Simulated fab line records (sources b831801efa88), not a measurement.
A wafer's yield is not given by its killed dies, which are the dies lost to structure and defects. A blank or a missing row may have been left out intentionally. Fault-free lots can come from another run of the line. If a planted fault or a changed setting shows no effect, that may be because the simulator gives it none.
What tool caused it? :: flow gf180mcu :: 14 lots, 42 wafers sampled, at 4 steps of a route of 602

== WHAT THE GAUGES SHOWED, per wafer ==
GF_CONTACT_OVL_MEAS_15. Usual: CONTACT_OVL typically reads 1 nm, with standard deviation 4.8.
lot: L972
measured: day 16 07:29
on: overlay-01
CONTACT_OVL (nm): 2 -2 -1
flag: 

lot: L974
measured: day 16 18:27
on: overlay-01
CONTACT_OVL (nm): -5 3 -5
flag: 

lot: L976
measured: day 17 13:21
on: overlay-01
CONTACT_OVL (nm): 1 -3 -2
flag: 

lot: L977
measured: day 17 22:59
on: overlay-02
CONTACT_OVL (nm): 0 -2 -3
flag: 

lot: L978
measured: day 18 23:15
on: overlay-02
CONTACT_OVL (nm): 0 3 1
flag: 

lot: L979
measured: day 18 18:31
on: overlay-02
CONTACT_OVL (nm): 1 -1 5
flag: 

lot: L988
measured: day 21 20:59
on: overlay-01
CONTACT_OVL (nm): 11 -1 7
flag: 

lot: L989
measured: day 22 06:56
on: overlay-01
CONTACT_OVL (nm): 8 5 3
flag: 

lot: L990
measured: day 22 13:32
on: overlay-01
CONTACT_OVL (nm): 2 -2 -5
flag: 

lot: L991
measured: day 23 01:05
on: overlay-02
CONTACT_OVL (nm): 3 1 -1
flag: 

lot: L992
measured: day 23 09:16
on: overlay-01
CONTACT_OVL (nm): 3 2 3
flag: 

lot: L993
measured: day 23 17:47
on: overlay-02
CONTACT_OVL (nm): -2 -5 -2
flag: 

lot: L994
measured: day 24 04:36
on: overlay-02
CONTACT_OVL (nm): 1 3 4
flag: 

lot: L995
measured: day 24 05:41
on: overlay-01
CONTACT_OVL (nm): 5 2 7
flag: 

GF_V2_THK_MEAS_03. Usual: V2_CVD_02_THK typically reads 850 nm, with standard deviation 10.
lot: L972
measured: day 19 10:40
on: filmMetro-01
V2_CVD_02_THK (nm): 848 845 868
flag: 

lot: L974
measured: day 20 00:07
on: filmMetro-03
V2_CVD_02_THK (nm): 840 842 861
flag: 

lot: L976
measured: day 20 19:54
on: filmMetro-04
V2_CVD_02_THK (nm): 844 849 858
flag: 

lot: L977
measured: day 21 05:34
on: filmMetro-04
V2_CVD_02_THK (nm): 850 845 850
flag: 

lot: L978
measured: day 22 06:12
on: filmMetro-03
V2_CVD_02_THK (nm): 847 841 857
flag: 

lot: L979
measured: day 22 00:14
on: filmMetro-04
V2_CVD_02_THK (nm): 841 849 851
flag: 

lot: L988
measured: day 24 21:59
on: filmMetro-01
V2_CVD_02_THK (nm): 848 854 845
flag: 

lot: L989
measured: day 25 21:29
on: filmMetro-01
V2_CVD_02_THK (nm): 851 852 858
flag: 

lot: L990
measured: day 26 00:16
on: filmMetro-03
V2_CVD_02_THK (nm): 839 850 861
flag: 

lot: L991
measured: day 26 03:22
on: filmMetro-01
V2_CVD_02_THK (nm): 855 865 871
flag: 

lot: L992
measured: day 26 14:52
on: filmMetro-01
V2_CVD_02_THK (nm): 851 847 854
flag: 

lot: L993
measured: day 26 21:49
on: filmMetro-01
V2_CVD_02_THK (nm): 855 844 867
flag: 

lot: L994
measured: day 27 05:52
on: filmMetro-03
V2_CVD_02_THK (nm): 865 867 882
flag: 

lot: L995
measured: day 27 08:22
on: filmMetro-01
V2_CVD_02_THK (nm): 850 861 852
flag: 

== EACH LOT AND THE TOOL THAT RAN IT (in order: tool; ch and the chambers of the sampled wafers; start) ==
lot: L972
GF_STI_WET_ETCH_28: wetBench-04 ch 1, day 2 05:32
GF_SALICIDE_RTA_08: rtpAnneal-02 ch 0, day 15 09:14

lot: L974
GF_STI_WET_ETCH_28: wetBench-04 ch 3, day 2 14:49
GF_SALICIDE_RTA_08: rtpAnneal-01 ch 0, day 15 19:31

lot: L976
GF_STI_WET_ETCH_28: wetBench-03 ch 2, day 3 01:49
GF_SALICIDE_RTA_08: rtpAnneal-02 ch 0, day 16 12:54

lot: L977
GF_STI_WET_ETCH_28: wetBench-03 ch 1, day 3 07:47
GF_SALICIDE_RTA_08: rtpAnneal-01 ch 0, day 16 22:46

lot: L978
GF_STI_WET_ETCH_28: wetBench-03 ch 3, day 3 12:32
GF_SALICIDE_RTA_08: rtpAnneal-01 ch 0, day 17 22:06

lot: L979
GF_STI_WET_ETCH_28: wetBench-04 ch 2, day 3 17:05
GF_SALICIDE_RTA_08: rtpAnneal-01 ch 0, day 17 17:37

lot: L988
GF_STI_WET_ETCH_28: wetBench-01 ch 0, day 5 15:06
GF_SALICIDE_RTA_08: rtpAnneal-02 ch 0, day 20 20:23

lot: L989
GF_STI_WET_ETCH_28: wetBench-04 ch 3, day 5 22:45
GF_SALICIDE_RTA_08: rtpAnneal-01 ch 0, day 21 06:31

lot: L990
GF_STI_WET_ETCH_28: wetBench-03 ch 1, day 6 00:55
GF_SALICIDE_RTA_08: rtpAnneal-02 ch 0, day 21 12:53

lot: L991
GF_STI_WET_ETCH_28: wetBench-03 ch 1, day 6 06:47
GF_SALICIDE_RTA_08: rtpAnneal-01 ch 0, day 22 00:03

lot: L992
GF_STI_WET_ETCH_28: wetBench-04 ch 0, day 6 12:41
GF_SALICIDE_RTA_08: rtpAnneal-02 ch 0, day 22 09:27

lot: L993
GF_STI_WET_ETCH_28: wetBench-04 ch 0, day 6 19:17
GF_SALICIDE_RTA_08: rtpAnneal-02 ch 0, day 22 17:49

lot: L994
GF_STI_WET_ETCH_28: wetBench-01 ch 2, day 6 22:58
GF_SALICIDE_RTA_08: rtpAnneal-01 ch 0, day 23 04:58

lot: L995
GF_STI_WET_ETCH_28: wetBench-03 ch 2, day 7 03:29
GF_SALICIDE_RTA_08: rtpAnneal-01 ch 0, day 23 06:32
- GF_STI_WET_ETCH_28: etches SiO2 in dHF, target depth 20 nm, time 40 s.
- GF_SALICIDE_RTA_08: time 30 s.

== AS READ BY THE TOOLS THEMSELVES (means over the sampled wafers that have a number; for cases with no such wafer, the mark the record gives instead) ==
GF_STI_WET_ETCH_28. Usual: bathHeatDutyPct 7.7 %, standard deviation 0.85; runLengthS 69 s, standard deviation 3.1.
lot: L972
tool: wetBench-04
bathHeatDutyPct (%): 9.9
runLengthS (s): 75
flag: 

lot: L974
tool: wetBench-04
bathHeatDutyPct (%): 7.6
runLengthS (s): 73
flag: 

lot: L976
tool: wetBench-03
bathHeatDutyPct (%): 7.0
runLengthS (s): 67
flag: 

lot: L977
tool: wetBench-03
bathHeatDutyPct (%): 7.3
runLengthS (s): 73
flag: 

lot: L978
tool: wetBench-03
bathHeatDutyPct (%): -
runLengthS (s): -
flag: OFF

lot: L979
tool: wetBench-04
bathHeatDutyPct (%): -
runLengthS (s): -
flag: OFF

lot: L988
tool: wetBench-01
bathHeatDutyPct (%): 8.7
runLengthS (s): 65
flag: 

lot: L989
tool: wetBench-04
bathHeatDutyPct (%): 7.4
runLengthS (s): 72
flag: 

lot: L990
tool: wetBench-03
bathHeatDutyPct (%): 7.8
runLengthS (s): 67
flag: 

lot: L991
tool: wetBench-03
bathHeatDutyPct (%): 7.5
runLengthS (s): 67
flag: 

lot: L992
tool: wetBench-04
bathHeatDutyPct (%): 8.4
runLengthS (s): 67
flag: 

lot: L993
tool: wetBench-04
bathHeatDutyPct (%): 8.5
runLengthS (s): 67
flag: 

lot: L994
tool: wetBench-01
bathHeatDutyPct (%): 7.5
runLengthS (s): 65
flag: 

lot: L995
tool: wetBench-03
bathHeatDutyPct (%): 7.3
runLengthS (s): 68
flag: 

GF_SALICIDE_RTA_08. Usual: annealTempCMax 804.2, standard deviation 2.1; lampPowerPct 18.4 %, standard deviation 1.6; wafer_temp_C_max 805.4, standard deviation 1.7.
lot: L972
tool: rtpAnneal-02
annealTempCMax: 806.0
lampPowerPct (%): 16.6
wafer_temp_C_max: 804.5
flag: 

lot: L974
tool: rtpAnneal-01
annealTempCMax: 801.6
lampPowerPct (%): 19.9
wafer_temp_C_max: 808.0
flag: 

lot: L976
tool: rtpAnneal-02
annealTempCMax: 806.1
lampPowerPct (%): 16.6
wafer_temp_C_max: 804.2
flag: 

lot: L977
tool: rtpAnneal-01
annealTempCMax: 802.5
lampPowerPct (%): 19.9
wafer_temp_C_max: 807.7
flag: 

lot: L978
tool: rtpAnneal-01
annealTempCMax: 803.2
lampPowerPct (%): 19.9
wafer_temp_C_max: 806.1
flag: 

lot: L979
tool: rtpAnneal-01
annealTempCMax: 802.4
lampPowerPct (%): 19.9
wafer_temp_C_max: 806.4
flag: 

lot: L988
tool: rtpAnneal-02
annealTempCMax: 806.2
lampPowerPct (%): 16.6
wafer_temp_C_max: 804.0
flag: 

lot: L989
tool: rtpAnneal-01
annealTempCMax: 802.4
lampPowerPct (%): 19.9
wafer_temp_C_max: 806.5
flag: 

lot: L990
tool: rtpAnneal-02
annealTempCMax: 805.1
lampPowerPct (%): 16.6
wafer_temp_C_max: 803.2
flag: 

lot: L991
tool: rtpAnneal-01
annealTempCMax: 802.7
lampPowerPct (%): 19.9
wafer_temp_C_max: 806.5
flag: 

lot: L992
tool: rtpAnneal-02
annealTempCMax: 805.7
lampPowerPct (%): 16.6
wafer_temp_C_max: 803.5
flag: 

lot: L993
tool: rtpAnneal-02
annealTempCMax: 807.0
lampPowerPct (%): 16.6
wafer_temp_C_max: 804.0
flag: 

lot: L994
tool: rtpAnneal-01
annealTempCMax: 802.2
lampPowerPct (%): 19.8
wafer_temp_C_max: 806.4
flag: 

lot: L995
tool: rtpAnneal-01
annealTempCMax: 802.5
lampPowerPct (%): 19.9
wafer_temp_C_max: 807.6
flag: 

== THE ANSWER, worked out from the rows above alone ==
Rule: a lot is off if the mean of its wafers that have a number lies more than 3 standard deviations from the usual mean. A lot without any number at a reading at which 4 lots or more have one is off too. Any other lot the step has rows for is counted as sound. After the gauges, taken in route order, come the tools' own readings; for these a lot's mean is taken, as printed above. At the first step where some lot is off, the reading lying furthest off is the one used; lots without a number count as furthest.
Off at GF_STI_WET_ETCH_28 (bathHeatDutyPct): L978, L979. Without a number there: L978, L979.
A tool fits if, at that step or a process step before it, it ran every lot that is off, and no sound lot after the first of them. Not one of the candidates tried fits.

== WHAT THE SIMULATOR HAD PUT IN ==
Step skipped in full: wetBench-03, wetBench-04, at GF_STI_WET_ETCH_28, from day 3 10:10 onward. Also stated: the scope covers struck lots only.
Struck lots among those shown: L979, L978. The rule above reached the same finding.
